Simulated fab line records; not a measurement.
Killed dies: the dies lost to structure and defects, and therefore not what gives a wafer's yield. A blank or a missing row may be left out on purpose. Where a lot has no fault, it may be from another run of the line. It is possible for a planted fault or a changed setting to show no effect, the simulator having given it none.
A single fault, viewed from 2 desks :: flow sky130 :: each desk has only its own numbers; what lay behind them comes last

## FOR THE TOOL OWNER'S DESK: implanter-01
The tool's own readings at SKY_RES_XHIGH_IMPLANT_07: means of the sampled wafers that have a number, for each lot that ran on this tool. If a lot's mean is further than 4 standard deviations from the usual mean, the lot is out of limits and carries the mark OUT (the distance appears in the brackets).
Columns: A = beamOnS at SKY_RES_XHIGH_IMPLANT_07, usual 39.9 s; B = doseIonsCm2 at SKY_RES_XHIGH_IMPLANT_07, usual 3.6e+14
lot: L759
first seen here: day 27 03:48
A: 40.4
B: 3.6e+14

lot: L763
first seen here: day 28 15:59
A: 39.5
B: 3.6e+14

lot: L765
first seen here: day 29 17:14
A: 39.6
B: 3.6e+14

lot: L766
first seen here: day 29 19:52
A: 40.2
B: 3.6e+14

lot: L768
first seen here: day 30 05:45
A: 39.2
B: 3.6e+14

lot: L769
first seen here: day 30 15:56
A: 39.9
B: 3.6e+14

lot: L778
first seen here: day 33 12:23
A: 36.0 (-4.8) OUT
B: 3.3e+14 (-81) OUT

lot: L779
first seen here: day 34 00:15
A: 36.4 (-4.4) OUT
B: 3.3e+14 (-81) OUT
This desk's verdict: out of limits on L778, L779, starting with L778 at day 33 12:23 (beamOnS at SKY_RES_XHIGH_IMPLANT_07). L759, L763, L765, L766, L768, L769: within limits.

## FROM THE METROLOGY DESK
Lot by lot, what the gauges showed, no matter which tool ran the lot: averages of those sampled wafers that carry a number. If a lot's mean is further than 4 standard deviations from the usual mean, the lot is out of limits and carries the mark OUT (the distance appears in the brackets).
Columns: A = VT_ADJUST_LVTN_01_OVL at SKY_VT_ADJUST_LVTN_OVL_MEAS_18, usual 0.3 nm; B = RES_XHIGH_TW at SKY_RES_XHIGH_TW_MEAS_09, usual 1634; C = RES_XHIGH_RS at SKY_SD_N_RS_MEAS_18, usual 332.9 ohm/sq; D = VIA2_W_THK at SKY_VIA2_THK_MEAS_23, usual 416 nm
lot: L759
first seen here: day 8 04:57
A: 1.2
B: 1636
C: 332.7
D: 417

lot: L760
first seen here: day 8 12:20
A: 0.2
B: 1624
C: 332.0
D: 424

lot: L761
first seen here: day 8 14:12
A: 1.0
B: 1642
C: 330.9
D: 411

lot: L762
first seen here: day 8 18:51
A: 0.7
B: 1624
C: 333.7
D: 425

lot: L763
first seen here: day 9 06:14
A: -0.1
B: 1625
C: 331.9
D: 419

lot: L765
first seen here: day 9 18:05
A: -1.6
B: 1639
C: 333.3
D: 423

lot: L766
first seen here: day 10 02:01
A: -1.4
B: 1644
C: 333.2
D: 425

lot: L768
first seen here: day 10 12:36
A: 1.8
B: 1641
C: 333.1
D: 420

lot: L769
first seen here: day 10 22:05
A: 0.4
B: 1633
C: 332.0
D: 413

lot: L774
first seen here: day 12 13:36
A: 1.2
B: 1649
C: 332.2
D: 423

lot: L778
first seen here: day 13 10:23
A: 1.0
B: 1596
C: 356.1 (+19) OUT
D: 411

lot: L779
first seen here: day 14 03:05
A: -0.5
B: 1594
C: 356.3 (+19) OUT
D: 419
This desk finds L778, L779 out of limits, with the earliest case on L778 at day 34 15:55 (RES_XHIGH_RS at SKY_SD_N_RS_MEAS_18). L759, L760, L761, L762, L763, L765, L766, L768, L769, L774: within limits.

## ALL TOGETHER
At day 33 12:23, on L778, L779, the tool owner's desk was in a position to raise an alarm.
On L778, L779, the metrology desk was in a position to raise an alarm at day 34 15:55.
Of the lots named, all ran SKY_RES_XHIGH_IMPLANT_07 on implanter-01.

## WHAT THE SIMULATOR HAD PUT IN
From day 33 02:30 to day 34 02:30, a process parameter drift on implanter-01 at SKY_RES_XHIGH_IMPLANT_07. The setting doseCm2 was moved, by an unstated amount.
Shown lots that were struck: L778, L779.
Delay (hours) between the fault's onset and each desk's first out-of-limits reading: 10 at the tool owner's desk, 37 at the metrology desk.
